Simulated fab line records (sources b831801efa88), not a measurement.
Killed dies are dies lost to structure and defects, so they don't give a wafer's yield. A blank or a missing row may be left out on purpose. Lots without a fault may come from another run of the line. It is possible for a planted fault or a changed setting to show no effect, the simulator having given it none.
The same fault as seen by 2 desks ; flow gf180mcu ; numbers are kept per desk, each desk with only its own; the story behind them comes last

DESK OF THE TOOL OWNER: cvd_w-02
The tool's own readings at GF_V2_CVD_23 (deposits W, target thk 350 nm, time 104.94 s): means of the sampled wafers that have a number, for each lot that ran on this tool. Any lot whose mean is over 4 standard deviations away from the usual mean is out of limits and marked OUT; that distance is given in the brackets.
Columns: A = heater_power_w at GF_V2_CVD_23, usual 803 W; B = susceptor_temp_C at GF_V2_CVD_23, usual 400.02 C
lot;first seen here;A;B
L704;day 20 16:10;746;399.83
L710;day 22 22:35;802;400.01
L711;day 23 07:40;801;400.05
L712;day 23 21:17;748;400.09
L718;day 25 13:39;759;399.84
L721;day 26 13:16;817;402.38 (+11) OUT
L722;day 26 23:11;814;402.51 (+12) OUT
This desk finds L721, L722 out of limits, L721 being first, at day 26 13:16 (susceptor_temp_C at GF_V2_CVD_23). Within limits: L704, L710, L711, L712, L718.

THE METROLOGY DESK
Lot by lot, what the gauges showed, no matter which tool ran the lot: averages of those sampled wafers that carry a number. Any lot whose mean is over 4 standard deviations away from the usual mean is out of limits and marked OUT; that distance is given in the brackets.
Columns: A = V2_CVD_00_THK at GF_V2_THK_MEAS_01, usual 602 nm; B = V2_CVD_02_THK at GF_V2_THK_MEAS_03, usual 851 nm; C = V2_W_RS at GF_V2_RS_MEAS_24, usual 0.327 ohm/sq; D = V2_W_THK at GF_V2_THK_MEAS_25, usual 363 nm
lot;first seen here;A;B;C;D
L703;day 19 09:49;606;854;0.328;362
L704;day 19 14:41;600;845;0.330;362
L710;day 21 21:34;607;844;0.327;366
L711;day 22 07:26;608;867;0.325;363
L712;day 22 21:07;604;859;0.328;367
L714;day 23 14:06;607;845;0.323;370
L715;day 23 17:23;592;860;0.327;368
L716;day 24 01:44;598;850;0.326;365
L718;day 24 14:32;598;847;0.327;360
L719;day 24 21:31;601;861;0.331;359
L721;day 25 14:34;607;841;0.308 (-6.2) OUT;386 (+5.3) OUT
L722;day 26 01:03;606;847;0.314 (-4.3) OUT;380
L726;day 27 07:13;605;844;0.330;360
Finding of this desk: L721, L722 out of limits, first seen on L721 at day 26 13:24 (V2_W_RS at GF_V2_RS_MEAS_24). Within limits: L703, L704, L710, L711, L712, L714, L715, L716, L718, L719, L726.

TAKEN TOGETHER
An alarm could have come from the tool owner's desk at day 26 13:16, on L721, L722.
The metrology desk could have raised an alarm at day 26 13:24, on L721, L722.
Of the lots named, all ran GF_V2_CVD_23 on cvd_w-02.

WHAT HAD BEEN PUT IN BY THE SIMULATOR
Drift in process parameters on cvd_w-02 at GF_V2_CVD_23, starting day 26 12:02. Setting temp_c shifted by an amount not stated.
Lots struck among those shown: L721, L722.
Counting hours from when the fault started, the first reading out of limits came at 1 for the tool owner's desk and at 1 for the metrology desk.
